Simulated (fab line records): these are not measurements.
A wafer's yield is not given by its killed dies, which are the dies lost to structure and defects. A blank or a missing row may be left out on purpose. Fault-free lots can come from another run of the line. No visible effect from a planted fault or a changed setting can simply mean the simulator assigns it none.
fab line records | flow gf180mcu
[record] lots = 14 wafers = 42 lastDay = 34
route steps=602 shown VT_IMPLANT@135 HV_LDD@196
lots that met no fault: taken from a fault-free run of the same line
startH: the number of hours between the record's first day and the start of the first shown wafer of the lot | waitH: time in hours since the lot's previous step | " identical to the entry in the row above | L1.1+2: several wafers, shown together as one row | - no value, or no start was given | * or withheld: withheld | < > ~ a bound
route shown NAME@n: names a module that has steps shown in the file, with the first one's number in the route | usual: the fault-free wafers' mean and standard deviation | same: alike in all rows | chamber/n: place in a boat | sites: each site's reading | _std_site: standard deviation of those values | _edge_site: mean of outer sites minus mean of inner sites | radiusMm: how far each site lies from the wafer's centre | mask NAME#n: copy n | behind: the last tool/chamber to shape the wafer | hold: cause of the lot's hold/its duration in hours/its outcome | device: the n, p or np transistor that did not switch | end of line: the route-end tests of the same wafers | step lacking rows: just its recipe | killed: not the wafer's yield, but the dies lost to structure and defects at the first sort | map: a wafer's dies, x killed, . not, _ none there
set.NAME: the run value of the setting; set.NAME@STEP: its run value at that earlier step | model.NAME: the simulator's own value behind a step, which no gauge read
steps of the route over a sample of lots; a table a step, a row a wafer
services: the hour from which a tool's chamber was out of use, counted from the record's first day as startH (under 0 if before that day), plus the number of hours and why
[[steps]]
[step GF_VT_IMPLANT_RTA_45]
[recipe] tempC = 1050 timeS = 30 ambient = N2
[usual] annealTempCMax = 1055.1/1.7 chamberO2Ppm = 2.003/0.019 lampPowerPct = 37.0/0.79 wafer_temp_C_max = 1054.8/1.3
// columns lot.wafer tool chamber startH waitH annealTempCMax chamberO2Ppm lampPowerPct wafer_temp_C_max
L678.1 rtpAnneal-01 0 163.61 0.0 1054.9 2.004 37.3 1056.6
L678.4 " 0 " " 1057.1 2.043 37.4 1055.2
L678.5 " 0 " " 1055.1 2.004 37.4 1055.0
L679.1 rtpAnneal-02 0 170.21 0.0 1056.7 2.032 35.6 1052.7
L679.2 " 0 " " 1057.9 1.981 35.5 1053.3
L679.6 " 0 " " 1058.6 2.030 35.6 1052.2
L680.1 rtpAnneal-02 0 175.35 0.0 1055.9 1.983 35.6 1052.9
L680.4 " 0 " " 1056.0 2.000 35.6 1053.7
L680.6 " 0 " " 1057.2 1.993 35.6 1053.0
L681.2 rtpAnneal-01 0 186.17 0.0 1055.2 1.996 37.4 1056.5
L681.5 " 0 " " 1053.9 1.974 37.4 1055.2
L681.6 " 0 " " 1055.1 1.960 37.5 1057.6
L682.1 rtpAnneal-01 0 191.36 0.0 1053.7 1.985 37.4 1055.8
L682.5 " 0 " " 1055.5 2.003 37.5 1054.7
L682.6 " 0 " " 1054.5 2.037 37.4 1055.0
L684.1 rtpAnneal-01 0 203.32 0.0 1053.8 2.009 37.4 1055.7
L684.3 " 0 " " 1054.5 2.007 37.4 1056.4
L684.6 " 0 " " 1056.6 2.039 37.4 1055.7
L685.1 rtpAnneal-01 0 211.12 0.0 1053.4 2.033 37.4 1054.9
L685.5 " 0 " " 1054.0 2.012 37.4 1057.3
L685.6 " 0 " " 1054.0 2.015 37.4 1056.0
L686.3 rtpAnneal-01 0 216.90 0.0 1053.2 2.015 37.4 1055.6
L686.5 " 0 " " 1054.7 1.989 37.4 1055.6
L686.6 " 0 " " 1054.4 2.021 37.5 1056.0
L688.1 rtpAnneal-01 0 229.66 0.0 1054.3 2.023 37.4 1054.1
L688.5 " 0 " " 1054.0 2.023 37.4 1055.5
L688.6 " 0 " " 1054.7 1.984 37.4 1056.1
L689.4 rtpAnneal-02 0 237.96 0.1 1055.7 1.979 35.6 1054.0
L689.5 " 0 " " 1057.3 1.984 35.6 1052.7
L689.6 " 0 " " 1058.2 1.987 35.6 1054.4
L697.2 rtpAnneal-01 0 291.07 0.0 1055.2 2.007 37.4 1055.8
L697.3 " 0 " " 1053.2 1.967 37.4 1054.6
L697.5 " 0 " " 1054.8 1.974 37.4 1054.6
L698.1 rtpAnneal-02 0 297.61 0.0 1056.5 2.022 35.6 1053.6
L698.5 " 0 " " 1059.1 1.999 35.6 1052.3
L698.6 " 0 " " 1059.4 2.010 35.6 1053.9
L699.4 rtpAnneal-01 0 306.35 0.1 1054.3 2.008 37.4 1054.6
L699.5 " 0 " " 1054.6 1.984 37.5 1054.1
L699.6 " 0 " " 1054.5 1.997 37.4 1054.3
L700.2 rtpAnneal-01 0 309.99 0.0 1054.7 2.029 37.4 1056.7
L700.5 " 0 " " 1054.8 2.008 37.4 1054.3
L700.6 " 0 " " 1055.5 2.018 37.4 1055.9
[step GF_HV_LDD_OVL_MEAS_20]
[usual] HV_LDD_01_OVL = 0.4/1.4
// columns lot.wafer tool chamber startH waitH HV_LDD_01_OVL[nm]
L678.1 overlay-02 - 241.89 0.1 0.6
L678.4 " - " " 0.4
L678.5 " - " " 1.4
L679.1 overlay-02 - 250.54 0.1 1.4
L679.2 " - " " 1.1
L679.6 " - " " 1.4
L680.1 overlay-01 - 253.03 0.1 2.5
L680.4 " - " " 1.6
L680.6 " - " " 0.4
L681.2 overlay-01 - 265.18 0.1 0.0
L681.5 " - " " 0.7
L681.6 " - " " -0.4
L682.1 overlay-01 - 272.13 0.1 1.4
L682.5 " - " " 0.3
L682.6 " - " " 0.3
L684.1 overlay-02 - 283.74 0.1 -0.6
L684.3 " - " " 0.8
L684.6 " - " " 1.8
L685.1 overlay-02 - 298.63 0.1 -0.4
L685.5 " - " " 1.5
L685.6 " - " " 2.1
L686.3 overlay-01 - 301.94 0.1 -1.0
L686.5 " - " " -0.6
L686.6 " - " " -1.7
L688.1 overlay-01 - 320.08 0.1 1.7
L688.5 " - " " 1.3
L688.6 " - " " 1.4
L689.4 overlay-02 - 322.45 0.1 1.3
L689.5 " - " " 0.1
L689.6 " - " " 0.3
L697.2 overlay-02 - 385.78 0.1 -2.8
L697.3 " - " " -1.1
L697.5 " - " " -1.2
L698.1 overlay-02 - 393.93 0.1 2.3
L698.5 " - " " 1.1
L698.6 " - " " 0.5
L699.4 overlay-01 - 404.75 0.1 0.0
L699.5 " - " " 0.5
L699.6 " - " " -0.1
L700.2 overlay-02 - 406.98 0.1 2.6
L700.5 " - " " 2.9
L700.6 " - " " 0.9
[step GF_HV_LDD_RTA_52]
[recipe] tempC = 1000 timeS = 10 ambient = N2
[usual] annealTempCMax = 1006.0/1.8 chamberO2Ppm = 1.996/0.021 lampPowerPct = 33.5/0.83 wafer_temp_C_max = 1003.9/1.3
// columns lot.wafer tool chamber startH waitH annealTempCMax chamberO2Ppm lampPowerPct wafer_temp_C_max
L678.1 rtpAnneal-02 0 281.93 0.0 1007.1 2.013 32.9 1003.9
L678.4 " 0 " " 1005.8 1.993 32.8 1003.5
L678.5 " 0 " " 1007.6 2.013 32.8 1002.4
L679.1 rtpAnneal-02 0 289.28 0.0 1006.6 2.018 32.9 1003.4
L679.2 " 0 " " 1008.5 2.016 32.8 1001.2
L679.6 " 0 " " 1008.4 1.951 32.8 1002.6
L680.1 rtpAnneal-02 0 293.58 0.0 1005.8 2.015 32.8 1003.3
L680.4 " 0 " " 1007.7 2.006 32.8 1002.8
L680.6 " 0 " " 1007.4 2.044 32.8 1003.1
L681.2 rtpAnneal-02 0 307.20 0.0 1007.8 1.999 32.9 1002.9
L681.5 " 0 " " 1006.5 2.016 32.8 1003.3
L681.6 " 0 " " 1006.7 2.000 32.9 1003.0
L682.1 rtpAnneal-01 0 313.48 0.0 1003.9 1.992 34.5 1005.7
L682.5 " 0 " " 1004.3 1.986 34.5 1005.6
L682.6 " 0 " " 1003.6 2.002 34.5 1004.1
L684.1 rtpAnneal-02 0 326.78 0.0 1008.9 2.007 32.8 1003.8
L684.3 " 0 " " 1005.7 2.030 32.8 1003.2
L684.6 " 0 " " 1011.2 1.986 32.9 1004.3
L685.1 rtpAnneal-01 0 342.13 0.0 1003.8 1.973 34.5 1005.0
L685.5 " 0 " " 1004.3 1.975 34.5 1006.2
L685.6 " 0 " " 1004.8 1.984 34.5 1004.7
L686.3 rtpAnneal-01 0 345.60 0.0 1005.3 1.956 34.5 1003.4
L686.5 " 0 " " 1005.2 1.985 34.5 1006.1
L686.6 " 0 " " 1006.1 1.977 34.5 1005.5
L688.1 rtpAnneal-02 - 365.12 0.0 - - - -
L688.5 " - " " - - - -
L688.6 " - " " - - - -
L689.4 rtpAnneal-01 - 366.81 0.0 - - - -
L689.5 " - " " - - - -
L689.6 " - " " - - - -
L697.2 rtpAnneal-01 0 433.73 0.0 1004.9 1.991 34.5 1005.7
L697.3 " 0 " " 1004.7 1.989 34.5 1006.1
L697.5 " 0 " " 1004.1 1.989 34.6 1005.4
L698.1 rtpAnneal-02 0 442.78 0.0 1009.9 2.007 32.7 1003.2
L698.5 " 0 " " 1006.5 2.014 32.8 1002.0
L698.6 " 0 " " 1007.0 1.998 32.8 1002.3
L699.4 rtpAnneal-02 0 454.01 0.0 1006.4 1.959 32.8 1003.2
L699.5 " 0 " " 1009.2 1.975 32.9 1002.8
L699.6 " 0 " " 1007.8 1.997 32.8 1002.6
L700.2 rtpAnneal-02 0 457.53 0.0 1008.6 2.001 32.8 1003.0
L700.5 " 0 " " 1006.5 1.988 32.8 1003.2
L700.6 " 0 " " 1010.8 2.000 32.9 1003.3
[step GF_HV_LDD_RS_MEAS_53]
[recipe] thkMeasGauge = four-point-probe
[usual] HV_LDD_RS = 418.6/1.2
// columns lot.wafer tool chamber startH waitH HV_LDD_RS[ohm/sq]
L678.1 filmMetro-04 - 282.00 0.1 419.5
L678.4 " - " " 418.7
L678.5 " - " " 420.8
L679.1 filmMetro-02 - 289.34 0.1 417.1
L679.2 " - " " 417.5
L679.6 " - " " 418.1
L680.1 filmMetro-03 - 293.65 0.1 416.8
L680.4 " - " " 417.9
L680.6 " - " " 417.3
L681.2 filmMetro-03 - 307.28 0.1 419.4
L681.5 " - " " 419.3
L681.6 " - " " 418.1
L682.1 filmMetro-03 - 313.61 0.1 417.3
L682.5 " - " " 416.0
L682.6 " - " " 418.1
L684.1 filmMetro-04 - 326.85 0.1 418.6
L684.3 " - " " 420.0
L684.6 " - " " 420.2
L685.1 filmMetro-04 - 342.20 0.1 419.1
L685.5 " - " " 418.6
L685.6 " - " " 418.2
L686.3 filmMetro-04 - 345.69 0.1 419.5
L686.5 " - " " 421.0
L686.6 " - " " 419.4
L688.1 filmMetro-03 - 365.19 0.1 -
L688.5 " - " " -
L688.6 " - " " -
L689.4 filmMetro-04 - 366.90 0.1 -
L689.5 " - " " -
L689.6 " - " " -
L697.2 filmMetro-03 - 433.81 0.1 419.5
L697.3 " - " " 419.2
L697.5 " - " " 420.3
L698.1 filmMetro-03 - 442.84 0.1 418.7
L698.5 " - " " 417.6
L698.6 " - " " 417.8
L699.4 filmMetro-03 - 454.11 0.1 419.5
L699.5 " - " " 420.9
L699.6 " - " " 421.3
L700.2 filmMetro-02 - 457.61 0.1 419.0
L700.5 " - " " 419.1
L700.6 " - " " 419.9
[step GF_HV_LDD_ETCHBACK_58]
[recipe] chemistry = CH3F/O2 target = Si3N4 stopOn = SiO2 sourceW = 400 biasW = 80 pressureMtorr = 25 ch3fFlowSccm = 40 O2_flow_sccm = 30 timeS = 100 targetDepthA = 900
[usual] chamberPressureMTorr = 24.997/0.024 drypumpMotorCurrentA = 5.9/0.42 oesProductAu = 0.843/0.0068 throttleValvePct = 10.560/0.0086
// columns lot.wafer tool chamber startH waitH chamberPressureMTorr drypumpMotorCurrentA oesProductAu rfHoursCounterH throttleValvePct
L678.1 rieDiel-02 0 284.69 0.1 25.006 6.1 0.845 12 10.556
L678.4 " 2 " " 24.954 6.2 0.847 33 10.553
L678.5 " 2 " " 24.955 6.2 0.846 - 10.563
L679.1 rieDiel-01 3 292.03 0.1 25.000 5.7 0.854 101 10.549
L679.2 " 2 " " 24.988 6.4 0.856 68 10.543
L679.6 " 3 " " 25.020 5.7 0.848 - 10.560
L680.1 rieDiel-01 3 296.34 0.1 24.987 5.7 0.848 102 10.560
L680.4 " 2 " " 25.007 6.5 0.841 68 10.565
L680.6 " 1 " " 24.959 5.8 0.842 - 10.568
L681.2 rieDiel-02 3 309.95 0.0 24.978 5.6 0.833 13 10.564
L681.5 " 1 " " 24.988 6.0 0.847 - 10.556
L681.6 " 2 " " 25.000 6.2 0.841 - 10.558
L682.1 rieDiel-04 3 316.30 0.1 25.016 6.0 0.833 0 10.558
L682.5 " 1 " " 25.018 6.6 0.844 - 10.566
L682.6 " 0 " " 25.017 6.1 0.840 - 10.561
L684.1 rieDiel-02 2 329.54 0.1 25.010 6.2 0.836 35 10.558
L684.3 " 0 " " 24.960 6.1 0.852 13 10.558
L684.6 " 0 " " 24.993 6.1 0.834 - 10.582
L685.1 rieDiel-04 0 346.11 0.1 25.011 6.1 0.842 20 10.556
L685.5 " 0 " " 25.000 6.1 0.839 - 10.546
L685.6 " 3 " " 24.990 5.9 0.838 - 10.562
L686.3 rieDiel-01 0 348.34 0.0 25.011 5.3 0.846 4 10.548
L686.5 " 3 " " 24.992 5.7 0.845 - 10.556
L686.6 " 2 " " 24.972 6.4 0.835 - 10.551
L688.1 rieDiel-01 0 367.88 0.1 25.015 5.3 0.854 4 10.571
L688.5 " 1 " " 24.958 5.8 0.848 - 10.572
L688.6 " 2 " " 25.042 6.5 0.845 - 10.563
L689.4 rieDiel-04 2 370.39 0.0 25.040 5.1 0.843 12 10.552
L689.5 " 1 " " 24.979 6.7 0.844 - 10.566
L689.6 " 0 " " 24.999 6.1 0.844 - 10.563
L697.2 rieDiel-04 1 436.48 0.0 24.998 6.7 0.847 6 10.563
L697.3 " 0 " " 25.028 6.1 0.832 23 10.552
L697.5 " 2 " " 24.997 5.1 0.842 - 10.559
L698.1 rieDiel-01 0 445.53 0.1 24.993 5.3 0.843 6 10.567
L698.5 " 0 " " 24.957 5.3 0.849 - 10.554
L698.6 " 2 " " 24.995 6.5 0.842 - 10.556
L699.4 rieDiel-04 0 457.96 0.0 24.988 6.1 0.852 23 10.575
L699.5 " 2 " " 24.986 5.1 0.850 - 10.557
L699.6 " 3 " " 25.011 6.0 0.848 - 10.545
L700.2 rieDiel-02 2 461.18 0.0 24.995 6.2 0.837 37 10.567
L700.5 " 3 " " 24.973 5.6 0.851 - 10.545
L700.6 " 0 " " 25.001 6.1 0.836 - 10.556
[[services]]
// columns tool chamber startH hours kind
rieDiel-01 0 140.48 - clean
rieDiel-01 0 140.48 32.8 scheduledDown
rieDiel-01 0 140.48 32.8 ventCycle
rtpAnneal-02 - 184.35 45.5 pm
rieDiel-01 2 204.23 6.6 repair
rieDiel-01 0 214.90 3.3 repair
rieDiel-04 - 228.49 0.2 repair
rieDiel-01 - 251.83 0.2 repair
rieDiel-04 1 255.21 7.8 repair
rieDiel-04 - 257.35 1.3 repair
rieDiel-02 - 277.14 0.4 repair
rieDiel-04 3 307.56 7.0 repair
rieDiel-02 2 344.41 14.2 repair
rieDiel-04 2 355.52 4.1 repair
rieDiel-01 3 361.66 2.4 repair
rieDiel-01 0 390.27 2.8 repair
rieDiel-02 - 390.64 0.6 repair
rieDiel-01 - 395.51 2.8 pm
rieDiel-02 1 402.51 12.1 repair
rieDiel-02 - 405.74 0.6 repair
rieDiel-02 - 406.72 14.6 pm
rieDiel-01 1 407.05 11.8 repair
rieDiel-02 0 422.79 16.2 repair
rieDiel-04 1 447.56 6.1 repair
[[key]]
[firstSign] step = GF_HV_LDD_RTA_52 reading = toolRecord direction = missing
[effect] step = GF_HV_LDD_RS_MEAS_53 reading = HV_LDD_RS direction = missing
metAt GF_HV_LDD_RTA_52
struckLots L688,L689
laterRowsLeftOut L688.1,L688.5,L688.6,L689.4,L689.5,L689.6
sortLeftOut L688.1,L688.5,L688.6,L689.4,L689.5,L689.6
testerLeftOut L688,L689
notActingAt GF_VT_IMPLANT_RTA_45,GF_HV_LDD_OVL_MEAS_20,GF_HV_LDD_ETCHBACK_58
onsetBetween 345.60 365.12
[fault] kind = skippedStepWhole tool = rtpAnneal-01,rtpAnneal-02 chamber = - onsetH = 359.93 steps = GF_HV_LDD_RTA_52 scope = struckLotsOnly
// testerLeftOut: of these lots the tester's yield and bins aren't shown, on N5 and GAA mostly nor the transistor test; their killed dies are dies lost to structure and defects alone, not to doping, threshold or leakage, so they don't give the yield
// sortLeftOut: the simulated sort isn't trusted on such a fault, so these wafers' sort isn't shown, and their yield isn't known
// laterRowsLeftOut: the simulator's readings of these wafers behind a module that went badly wrong aren't trusted and aren't shown, but for the sort
